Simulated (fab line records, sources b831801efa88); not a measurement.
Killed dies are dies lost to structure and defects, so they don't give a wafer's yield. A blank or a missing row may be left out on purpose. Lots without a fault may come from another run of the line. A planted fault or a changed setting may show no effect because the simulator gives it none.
Which tool did it? | flow sky130 | 14 lots, 42 wafers sampled, at 6 steps of a route of 708

WHAT THE GAUGES READ, wafer by wafer
SKY_GATE_OXIDE_OVL_MEAS_10.
lot  | measured     | on         | GATE_OXIDE_OVL (nm)
L226 | day 14 04:31 | overlay-01 | 0.7 1.7 3.1
L228 | day 14 15:35 | overlay-01 | 1.1 0.6 -0.9
L229 | day 15 07:58 | overlay-02 | -0.7 0.7 2.8
L232 | day 16 00:31 | overlay-01 | 2.4 1.7 0.2
L233 | day 16 00:46 | overlay-02 | 1.6 -0.1 -2.3
L234 | day 16 20:10 | overlay-01 | -0.5 -1.6 2.4
L235 | day 16 20:28 | overlay-02 | 2.6 -0.4 2.8
L236 | day 17 22:16 | overlay-01 | -0.2 -0.7 0.9
L240 | day 19 12:25 | overlay-01 | 0.0 1.1 1.4
L243 | day 19 22:13 | overlay-02 | 1.1 -0.8 -1.6
L245 | day 20 07:46 | overlay-02 | 0.3 -1.2 -0.1
L247 | day 21 07:58 | overlay-02 | 1.0 3.1 2.1
L248 | day 21 15:52 | overlay-01 | 0.8 -1.6 -0.9
L249 | day 21 23:13 | overlay-01 | -1.6 -0.2 0.7

SKY_LDD_N_TW_MEAS_17.
lot  | measured     | on            | LDD_N_TW
L226 | day 19 07:46 | film_metro-02 | 2547 2580 2550
L228 | day 19 07:25 | film_metro-03 | 2580 2582 2570
L229 | day 19 16:37 | film_metro-03 | 2564 2575 2570
L232 | day 20 06:47 | film_metro-03 | 2441 2439 2440
L233 | day 20 06:39 | film_metro-02 | 2541 2558 2533
L234 | day 21 04:58 | film_metro-01 | 2603 2592 2564
L235 | day 21 02:27 | film_metro-03 | 2457 2436 2451
L236 | day 22 15:31 | film_metro-03 | 2580 2583 2573
L240 | day 23 16:48 | film_metro-03 | 2580 2585 2570
L243 | day 24 02:55 | film_metro-01 | 2572 2587 2573
L245 | day 24 08:42 | film_metro-01 | 2590 2580 2568
L247 | day 25 15:23 | film_metro-03 | 2576 2564 2583
L248 | day 25 16:50 | film_metro-01 | 2581 2578 2581
L249 | day 26 00:44 | film_metro-01 | 2570 2594 2587

WHICH TOOL RAN EACH LOT (tool, then ch and the chambers of the sampled wafers, then the start)
lot  | SKY_SONOS_ONO_STRIP_17               | SKY_RES_PROTECT_STRIP_07             | SKY_LDD_N_IMPLANT_08            | SKY_LDD_N_STRIP_16
L226 | plasma_asher-04 ch 0,1, day 12 22:33 | plasma_asher-02 ch 0,1, day 16 12:23 | implanter-03 ch 0, day 19 06:25 | plasma_asher-02 ch 0,1, day 19 07:40
L228 | plasma_asher-04 ch 0,1, day 13 12:12 | plasma_asher-03 ch 0,1, day 16 12:05 | implanter-02 ch 0, day 19 06:08 | plasma_asher-01 ch 0,1, day 19 07:19
L229 | plasma_asher-02 ch 0,1, day 14 03:08 | plasma_asher-02 ch 0,1, day 16 18:13 | implanter-02 ch 0, day 19 15:19 | plasma_asher-04 ch 0,1, day 19 16:30
L232 | plasma_asher-04 ch 0,1, day 14 16:59 | plasma_asher-01 ch 0,1, day 17 11:35 | implanter-02, day 20 05:29      | plasma_asher-01 ch 0,1, day 20 06:40
L233 | plasma_asher-04 ch 0,1, day 14 20:29 | plasma_asher-03 ch 0,1, day 17 11:22 | implanter-04 ch 0, day 20 05:21 | plasma_asher-02 ch 0,1, day 20 06:33
L234 | plasma_asher-02 ch 1, day 15 09:41   | plasma_asher-01 ch 1, day 18 08:10   | implanter-02 ch 0, day 21 03:40 | plasma_asher-04 ch 0, day 21 04:52
L235 | plasma_asher-04 ch 1, day 15 13:59   | plasma_asher-03 ch 0,1, day 18 07:56 | implanter-02, day 21 01:09      | plasma_asher-02 ch 0,1, day 21 02:21
L236 | plasma_asher-02 ch 0,1, day 16 12:47 | plasma_asher-03 ch 0,1, day 19 16:38 | implanter-03 ch 0, day 22 14:13 | plasma_asher-02 ch 0,1, day 22 15:25
L240 | plasma_asher-04 ch 0,1, day 17 22:08 | plasma_asher-03 ch 0,1, day 20 22:26 | implanter-04 ch 0, day 23 15:30 | plasma_asher-02 ch 0,1, day 23 16:42
L243 | plasma_asher-02 ch 0,1, day 18 13:00 | plasma_asher-03 ch 0,1, day 21 09:31 | implanter-02 ch 0, day 24 01:37 | plasma_asher-04 ch 0,1, day 24 02:48
L245 | plasma_asher-01 ch 0,1, day 18 22:17 | plasma_asher-01 ch 0,1, day 21 17:41 | implanter-02 ch 0, day 24 07:24 | plasma_asher-01 ch 0,1, day 24 08:36
L247 | plasma_asher-02 ch 0,1, day 20 00:01 | plasma_asher-02 ch 0,1, day 22 17:49 | implanter-02 ch 0, day 25 14:07 | plasma_asher-04 ch 0,1, day 25 15:17
L248 | plasma_asher-01 ch 0,1, day 20 06:31 | plasma_asher-02 ch 0,1, day 23 00:00 | implanter-02 ch 0, day 25 15:34 | plasma_asher-02 ch 0,1, day 25 16:45
L249 | plasma_asher-02 ch 1, day 20 15:13   | plasma_asher-01 ch 0,1, day 23 07:55 | implanter-03 ch 0, day 25 23:26 | plasma_asher-01 ch 0,1, day 26 00:37
- SKY_SONOS_ONO_STRIP_17: strips in O2/N2.
- SKY_RES_PROTECT_STRIP_07: strips in O2/N2.
- SKY_LDD_N_IMPLANT_08
- SKY_LDD_N_STRIP_16: strips in O2/N2.

WHAT THE TOOLS THEMSELVES READ (means of the sampled wafers that have a number; where no wafer has one, the mark that the record gives instead)
SKY_SONOS_ONO_STRIP_17.
lot  | tool            | drypump_motor_current_A (A) | oes_product_au (a.u.) | strip_time_to_endpoint_s (s)
L226 | plasma_asher-04 | 5.87                        | 0.711                 | 14.07
L228 | plasma_asher-04 | 5.72                        | 0.711                 | 14.08
L229 | plasma_asher-02 | 5.89                        | 0.709                 | 14.07
L232 | plasma_asher-04 | 5.72                        | 0.711                 | 14.09
L233 | plasma_asher-04 | 5.88                        | 0.711                 | 14.09
L234 | plasma_asher-02 | 6.16                        | 0.705                 | 14.06
L235 | plasma_asher-04 | 5.99                        | 0.707                 | 14.09
L236 | plasma_asher-02 | 5.62                        | 0.711                 | 14.02
L240 | plasma_asher-04 | 5.86                        | 0.709                 | 13.96
L243 | plasma_asher-02 | 5.60                        | 0.711                 | 14.06
L245 | plasma_asher-01 | 5.79                        | 0.715                 | 14.03
L247 | plasma_asher-02 | 5.89                        | 0.709                 | 14.08
L248 | plasma_asher-01 | 5.74                        | 0.711                 | 14.08
L249 | plasma_asher-02 | 6.16                        | 0.707                 | 14.07

SKY_RES_PROTECT_STRIP_07.
lot  | tool            | drypump_motor_current_A (A) | oes_product_au (a.u.) | strip_time_to_endpoint_s (s)
L226 | plasma_asher-02 | 5.6                         | 0.521                 | 23.33
L228 | plasma_asher-03 | 5.5                         | 0.518                 | 23.23
L229 | plasma_asher-02 | 5.6                         | 0.508                 | 23.33
L232 | plasma_asher-01 | 5.7                         | 0.516                 | 23.28
L233 | plasma_asher-03 | 5.8                         | 0.519                 | 23.25
L234 | plasma_asher-01 | 5.7                         | 0.518                 | 23.25
L235 | plasma_asher-03 | 5.5                         | 0.516                 | 23.29
L236 | plasma_asher-03 | 5.6                         | 0.519                 | 23.29
L240 | plasma_asher-03 | 5.8                         | 0.519                 | 23.32
L243 | plasma_asher-03 | 5.8                         | 0.517                 | 23.26
L245 | plasma_asher-01 | 5.7                         | 0.516                 | 23.27
L247 | plasma_asher-02 | 5.6                         | 0.516                 | 23.30
L248 | plasma_asher-02 | 5.9                         | 0.513                 | 23.34
L249 | plasma_asher-01 | 5.8                         | 0.523                 | 23.30

SKY_LDD_N_IMPLANT_08.
lot  | tool         | beam_energy_keV | beam_on_s (s) | rotation_deg (degrees)
L226 | implanter-03 | 20.002          | 10.06         | 22.980
L228 | implanter-02 | 20.008          | 10.11         | 23.020
L229 | implanter-02 | 20.011          | 9.81          | 23.029
L232 | implanter-02 | -               | -             | -
L233 | implanter-04 | 20.007          | 10.28         | 23.003
L234 | implanter-02 | 20.002          | 9.88          | 22.983
L235 | implanter-02 | -               | -             | -
L236 | implanter-03 | 19.994          | 10.04         | 23.028
L240 | implanter-04 | 20.003          | 9.90          | 23.005
L243 | implanter-02 | 19.997          | 10.00         | 23.002
L245 | implanter-02 | 19.998          | 10.03         | 22.995
L247 | implanter-02 | 20.001          | 9.91          | 22.997
L248 | implanter-02 | 20.001          | 9.92          | 22.987
L249 | implanter-03 | 19.994          | 10.16         | 23.005

SKY_LDD_N_STRIP_16.
lot  | tool            | drypump_motor_current_A (A) | oes_product_au (a.u.) | strip_time_to_endpoint_s (s)
L226 | plasma_asher-02 | 5.88                        | 0.407                 | 4.312
L228 | plasma_asher-01 | 5.75                        | 0.403                 | 4.321
L229 | plasma_asher-04 | 5.73                        | 0.407                 | 4.303
L232 | plasma_asher-01 | 5.74                        | 0.412                 | 4.149
L233 | plasma_asher-02 | 5.89                        | 0.405                 | 4.320
L234 | plasma_asher-04 | 5.58                        | 0.407                 | 4.327
L235 | plasma_asher-02 | 5.89                        | 0.408                 | 4.137
L236 | plasma_asher-02 | 5.88                        | 0.403                 | 4.320
L240 | plasma_asher-02 | 5.86                        | 0.409                 | 4.320
L243 | plasma_asher-04 | 5.88                        | 0.406                 | 4.318
L245 | plasma_asher-01 | 5.81                        | 0.405                 | 4.321
L247 | plasma_asher-04 | 5.87                        | 0.409                 | 4.301
L248 | plasma_asher-02 | 5.62                        | 0.406                 | 4.329
L249 | plasma_asher-01 | 5.75                        | 0.411                 | 4.320

THE ANSWER, worked out from the rows above alone
Rule: what is usual is taken from the lots themselves. Put in order of their means at a reading, lots are off if they are a third of the lots or fewer, leave a main group of 4 or more, and stand apart from it by a gap of 3 or more times the standard deviation of the main group's means; of several such gaps the widest counts. A main group whose means are all the same, to the digits that the tables above print for the reading, isn't used. A lot without any number at a reading at which 4 lots or more have one is off too. The other lots that the step has rows for count as sound. The gauges are gone through in route order, then the tools' own readings, and for those a lot's mean is taken as printed above. The first step at which some lot is off is used, and at that step the reading that is off furthest; a lot without a number counts as furthest.
Off: L232, L235, at SKY_LDD_N_TW_MEAS_17 (LDD_N_TW). The main group: mean 2574, standard deviation 11.
A tool fits if, at a process step before that reading, it ran every lot that is off, and no sound lot after the first of them. The gauges at SKY_LDD_N_TW_MEAS_17 aren't tried: what is off there is off at SKY_LDD_N_IMPLANT_08 too, on other tools, and a gauge's error can't cause that. None of those tried fits.

WHAT THE SIMULATOR HAD PUT IN
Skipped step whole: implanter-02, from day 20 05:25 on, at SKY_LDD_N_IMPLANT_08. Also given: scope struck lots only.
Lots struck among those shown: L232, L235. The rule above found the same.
